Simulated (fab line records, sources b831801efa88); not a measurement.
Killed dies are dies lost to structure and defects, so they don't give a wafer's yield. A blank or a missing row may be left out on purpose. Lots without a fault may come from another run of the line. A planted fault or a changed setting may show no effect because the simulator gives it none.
fab line records | flow gf180mcu
record lots=12 wafers=36 last_day=34
route steps=602 shown V4@497 MIM@503
lots that met no fault: from a run of the same line without faults
start_h: hours from the record's first day to the start of the lot's first wafer shown | wait_h: hours since the lot's step before | " the same as in the row above | L1.1+2: a row that stands for several wafers | - no value, or no start given | * or withheld: withheld | < > ~ a bound
route shown NAME@n: a module of which the file shows steps, and the number in the route of the first | usual: mean/standard deviation of fault-free wafers | same: alike in all rows | chamber/n: place in a boat | sites: the reading at each site | _std_site: their standard deviation | _edge_site: outer sites' mean less inner sites' | radius_mm: how far each site lies from the wafer's centre | mask NAME#n: copy n | behind: the tool/chamber that last shaped the wafer | hold: why the lot was held/for how many hours/how that ended | device: the transistor (n, p or np) that didn't switch | end of line: the same wafers' tests at the end of the route | a step without rows: its recipe alone | killed: dies lost to structure and defects at the first sort, not the wafer's yield | map: a wafer's dies, x killed, . not, _ none there
set.NAME: the setting as run; set.NAME@STEP: as run at that earlier step | model.NAME: the simulator's own value behind a step, which no gauge read
steps of the route over a sample of lots; a table a step, a row a wafer
services: from which hour (start_h, from the record's first day; less than 0 if before it) a tool's chamber was out of use, for how many hours, and why
## steps
# step GF_V4_SPUTTER_21
# recipe material=Ti target_thk_nm=15 chamber_pressure_pa=5 power_w=2500 substrate_temp_c=200 time_s=80.02
# usual cathode_dc_power_W=2500.1/0.47 throttle_valve_pct=29.7/0.84
# columns lot.wafer tool chamber start_h wait_h cathode_dc_power_W throttle_valve_pct
L960.1 pvd_sputter-03 - 564.19 0.0 2500.4 29.0
L960.4 " - " " 2500.4 29.5
L960.5 " - " " 2499.6 29.6
L961.1 pvd_sputter-03 - 570.39 0.0 2499.9 30.1
L961.3 " - " " 2500.4 29.5
L961.6 " - " " 2500.3 29.4
L962.2 pvd_sputter-03 - 580.42 0.0 2499.7 29.3
L962.3 " - " " 2500.1 29.3
L962.6 " - " " 2499.8 29.3
L963.1 pvd_sputter-03 - 592.79 0.0 2500.5 29.9
L963.2 " - " " 2499.1 29.3
L963.3 " - " " 2500.7 29.2
L964.1 pvd_sputter-01 - 598.99 0.0 2500.8 30.3
L964.3 " - " " 2500.4 30.9
L964.5 " - " " 2499.7 31.5
L965.1 pvd_sputter-03 - 607.46 0.0 2499.8 29.1
L965.2 " - " " 2499.9 30.1
L965.3 " - " " 2500.7 29.5
L966.2 pvd_sputter-04 - 617.52 0.0 2501.2 27.7
L966.4 " - " " 2499.9 30.6
L966.6 " - " " 2499.6 30.0
L973.1 pvd_sputter-04 - 669.24 0.0 2499.2 30.8
L973.3 " - " " 2499.8 28.7
L973.5 " - " " 2499.7 30.7
L978.1 pvd_sputter-03 - 696.80 0.0 2500.5 29.2
L978.2 " - " " 2499.8 30.1
L978.6 " - " " 2499.5 29.5
L980.1 pvd_sputter-01 - 713.87 0.0 2500.1 31.1
L980.4 " - " " 2499.8 29.7
L980.5 " - " " 2500.2 31.0
L982.1 pvd_sputter-01 - 721.78 0.0 2500.4 29.4
L982.2 " - " " 2499.8 31.6
L982.6 " - " " 2499.8 29.3
L983.2 pvd_sputter-04 - 730.21 0.0 2500.3 28.7
L983.3 " - " " 2500.2 30.8
L983.4 " - " " 2499.5 27.6
# step GF_MIM_SPUTTER_00
# recipe material=Ti target_thk_nm=37.5 arriving_ion_energy_ev=80 substrate_temp_c=200 chamber_pressure_pa=2 power_w=4000 time_s=150
# usual cathode_dc_power_W=4000.0/0.72 throttle_valve_pct=30.0/1.2
# columns lot.wafer tool chamber start_h wait_h cathode_dc_power_W throttle_valve_pct
L960.1 pvd_sputter-04 - 564.89 0.2 3999.6 30.9
L960.4 " - " " 4000.4 28.7
L960.5 " - " " 3999.9 28.7
L961.1 pvd_sputter-02 - 571.08 0.2 4000.3 29.0
L961.3 " - " " 4000.1 30.9
L961.6 " - " " 3999.4 30.5
L962.2 pvd_sputter-02 - 581.11 0.1 4000.1 29.2
L962.3 " - " " 3998.9 31.9
L962.6 " - " " 3999.8 30.6
L963.1 pvd_sputter-04 - 593.49 0.1 4001.0 27.7
L963.2 " - " " 3999.9 30.1
L963.3 " - " " 4000.2 28.6
L964.1 pvd_sputter-02 - 599.69 0.2 4000.7 30.6
L964.3 " - " " 4000.7 30.4
L964.5 " - " " 4000.9 30.6
L965.1 pvd_sputter-03 - 608.25 0.2 4000.0 28.8
L965.2 " - " " 3999.6 29.5
L965.3 " - " " 4000.5 29.3
L966.2 pvd_sputter-02 - 618.21 0.1 4000.3 30.6
L966.4 " - " " 3999.9 30.8
L966.6 " - " " 4000.6 30.7
L973.1 pvd_sputter-02 - 670.27 0.2 4000.3 29.4
L973.3 " - " " 4000.8 31.8
L973.5 " - " " 4000.5 30.9
L978.1 pvd_sputter-02 - 697.49 0.1 3999.6 30.9
L978.2 " - " " 4000.3 30.4
L978.6 " - " " 4001.3 30.6
L980.1 pvd_sputter-03 - 714.57 0.1 4000.1 30.1
L980.4 " - " " 4000.0 29.3
L980.5 " - " " 3999.7 29.5
L982.1 pvd_sputter-03 - 722.48 0.2 4001.3 29.3
L982.2 " - " " 3999.6 29.8
L982.6 " - " " 3999.2 30.1
L983.2 pvd_sputter-04 - 730.90 0.2 4000.4 28.5
L983.3 " - " " 3999.8 29.8
L983.4 " - " " 3999.4 30.7
# step GF_MIM_SPUTTER_04
# recipe material=TiN target_thk_nm=50 power_w=6500 time_s=41.7 chamber_pressure_pa=0.4
# usual cathode_dc_power_W=6500.1/1.1 throttle_valve_pct=30.0/1.2
# columns lot.wafer tool chamber start_h wait_h cathode_dc_power_W throttle_valve_pct
L960.1 pvd_sputter-04 - 565.07 0.0 6498.2 30.9
L960.4 " - " " 6500.6 28.8
L960.5 " - " " 6501.1 28.7
L961.1 pvd_sputter-02 - 571.26 0.0 6500.7 29.4
L961.3 " - " " 6500.7 30.6
L961.6 " - " " 6500.2 30.6
L962.2 pvd_sputter-02 - 581.29 0.0 6499.5 28.9
L962.3 " - " " 6500.9 31.8
L962.6 " - " " 6500.5 30.6
L963.1 pvd_sputter-04 - 593.67 0.0 6499.8 27.7
L963.2 " - " " 6499.9 30.2
L963.3 " - " " 6498.7 28.9
L964.1 pvd_sputter-02 - 599.87 0.0 6500.6 31.2
L964.3 " - " " 6501.1 30.5
L964.5 " - " " 6500.5 30.6
L965.1 pvd_sputter-03 - 608.43 0.0 6500.9 29.3
L965.2 " - " " 6501.5 29.0
L965.3 " - " " 6500.7 29.2
L966.2 pvd_sputter-02 - 618.39 0.0 6499.5 30.5
L966.4 " - " " 6500.8 31.0
L966.6 " - " " 6500.1 30.9
L973.1 pvd_sputter-02 - 670.45 0.0 6500.6 29.0
L973.3 " - " " 6501.1 31.8
L973.5 " - " " 6499.4 31.0
L978.1 pvd_sputter-02 - 697.67 0.0 6498.7 30.9
L978.2 " - " " 6500.2 30.7
L978.6 " - " " 6501.1 30.9
L980.1 pvd_sputter-03 - 714.75 0.0 6500.8 30.1
L980.4 " - " " 6499.9 29.2
L980.5 " - " " 6500.4 29.2
L982.1 pvd_sputter-03 - 722.66 0.0 6500.1 29.4
L982.2 " - " " 6500.0 30.2
L982.6 " - " " 6499.9 30.0
L983.2 pvd_sputter-04 - 731.08 0.0 6502.4 28.6
L983.3 " - " " 6497.5 29.9
L983.4 " - " " 6500.8 30.9
# step GF_MIM_CVD_05
# recipe material=Si3N4 target_thk_nm=42 temp_max_c=400 temp_c=385 time_s=29.086 rf_w=450
# usual heater_power_w=618/66
# columns lot.wafer tool chamber start_h wait_h heater_power_w
L960.1 pecvd-02 0 565.11 0.0 635
L960.4 " 0 " " 624
L960.5 " 1 " " 742
L961.1 pecvd-04 2 571.30 0.0 636
L961.3 " 0 " " 623
L961.6 " 1 " " 508
L962.2 pecvd-04 2 581.33 0.0 639
L962.3 " 0 " " 654
L962.6 " 1 " " 509
L963.1 pecvd-04 2 593.71 0.0 609
L963.2 " 0 " " 608
L963.3 " 0 " " 601
L964.1 pecvd-03 0 599.93 0.0 593
L964.3 " 2 " " 639
L964.5 " 0 " " 589
L965.1 pecvd-03 0 608.47 0.0 600
L965.2 " 2 " " 674
L965.3 " 1 " " 579
L966.2 pecvd-04 2 618.43 0.0 634
L966.4 " 1 " " 446
L966.6 " 0 " " 668
L973.1 pecvd-02 0 670.49 0.0 626
L973.3 " 1 " " 691
L973.5 " 0 " " 619
L978.1 pecvd-03 2 697.71 0.0 687
L978.2 " 0 " " 601
L978.6 " 2 " " 718
L980.1 pecvd-03 2 714.79 0.0 668
L980.4 " 2 " " 689
L980.5 " 0 " " 634
L982.1 pecvd-02 2 722.70 0.0 546
L982.2 " 0 " " 661
L982.6 " 2 " " 544
L983.2 pecvd-03 0 731.12 0.0 568
L983.3 " 2 " " 633
L983.4 " 1 " " 635
# step GF_MIM_THK_MEAS_06
# recipe reads=Si3N4_of_MIM_CVD_05
# usual MIM_CVD_05_THK=42.0/0.56
# columns lot.wafer tool chamber start_h wait_h MIM_CVD_05_THK[nm]
L960.1 film_metro-01 - 565.14 0.0 41.8
L960.4 " - " " 43.3
L960.5 " - " " 42.7
L961.1 film_metro-01 - 571.33 0.0 41.5
L961.3 " - " " 41.7
L961.6 " - " " 42.8
L962.2 film_metro-02 - 581.37 0.0 42.2
L962.3 " - " " 41.7
L962.6 " - " " 42.9
L963.1 film_metro-03 - 593.76 0.0 40.8
L963.2 " - " " 41.0
L963.3 " - " " 41.4
L964.1 film_metro-01 - 599.96 0.0 41.7
L964.3 " - " " 41.3
L964.5 " - " " 42.7
L965.1 film_metro-02 - 608.50 0.0 41.8
L965.2 " - " " 42.2
L965.3 " - " " 42.5
L966.2 film_metro-02 - 618.47 0.0 42.0
L966.4 " - " " 42.1
L966.6 " - " " 42.4
L973.1 film_metro-02 - 670.53 0.0 42.0
L973.3 " - " " 44.1
L973.5 " - " " 42.7
L978.1 film_metro-02 - 697.74 0.0 41.2
L978.2 " - " " 41.5
L978.6 " - " " 41.9
L980.1 film_metro-01 - 714.82 0.0 41.2
L980.4 " - " " 41.2
L980.5 " - " " 41.5
L982.1 film_metro-03 - 722.73 0.0 41.9
L982.2 " - " " 42.1
L982.6 " - " " 42.2
L983.2 film_metro-02 - 731.17 0.0 41.6
L983.3 " - " " 41.8
L983.4 " - " " 42.4
## services
# columns tool chamber start_h hours kind
pecvd-04 - 561.27 5.5 pm
pvd_sputter-03 2 571.49 - consumable_replace:kit
pecvd-04 - 571.80 2.8 repair
pecvd-02 - 591.12 14.0 pm
pvd_sputter-01 - 592.28 5.3 repair
pecvd-03 - 592.47 2.5 repair
pecvd-04 1 592.70 8.2 repair
pvd_sputter-03 - 594.93 5.9 repair
pvd_sputter-04 - 596.26 1.7 repair
pvd_sputter-03 - 609.97 11.5 repair
pvd_sputter-04 - 622.59 3.2 repair
pecvd-04 0 623.58 17.6 repair
pvd_sputter-02 3 627.68 - consumable_replace:kit
pvd_sputter-02 3 627.68 18.0 scheduled_down
pvd_sputter-02 3 627.68 18.0 vent_cycle
pvd_sputter-01 - 645.65 1.5 repair
pvd_sputter-02 - 653.37 8.8 repair
pvd_sputter-02 - 659.92 2.8 repair
pecvd-03 - 668.55 2.6 repair
pecvd-04 0 669.85 6.5 repair
pecvd-03 0 670.24 7.8 repair
pvd_sputter-04 0 689.02 - consumable_replace:kit
pvd_sputter-04 - 708.34 2.3 repair
pecvd-02 1 729.02 10.6 repair
## key
first_sign step=GF_MIM_THK_MEAS_06 reading=MIM_CVD_05_THK direction=up sigmas=3.7 usual=42.0 struck=44.1
effect none on later readings
met_at GF_MIM_CVD_05
struck_lots L973
struck_wafers L973.3
not_acting_at GF_V4_SPUTTER_21,GF_MIM_SPUTTER_00,GF_MIM_SPUTTER_04
onset_between 565.11 670.49
fault kind=process_parameter_drift tool=pecvd-02 chamber=1 onset_h=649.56 steps=GF_MIM_CVD_05 channel=target_thk_nm offset=2.4783 shape=step end_h=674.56 acts_in=these_recipes_only stated=42
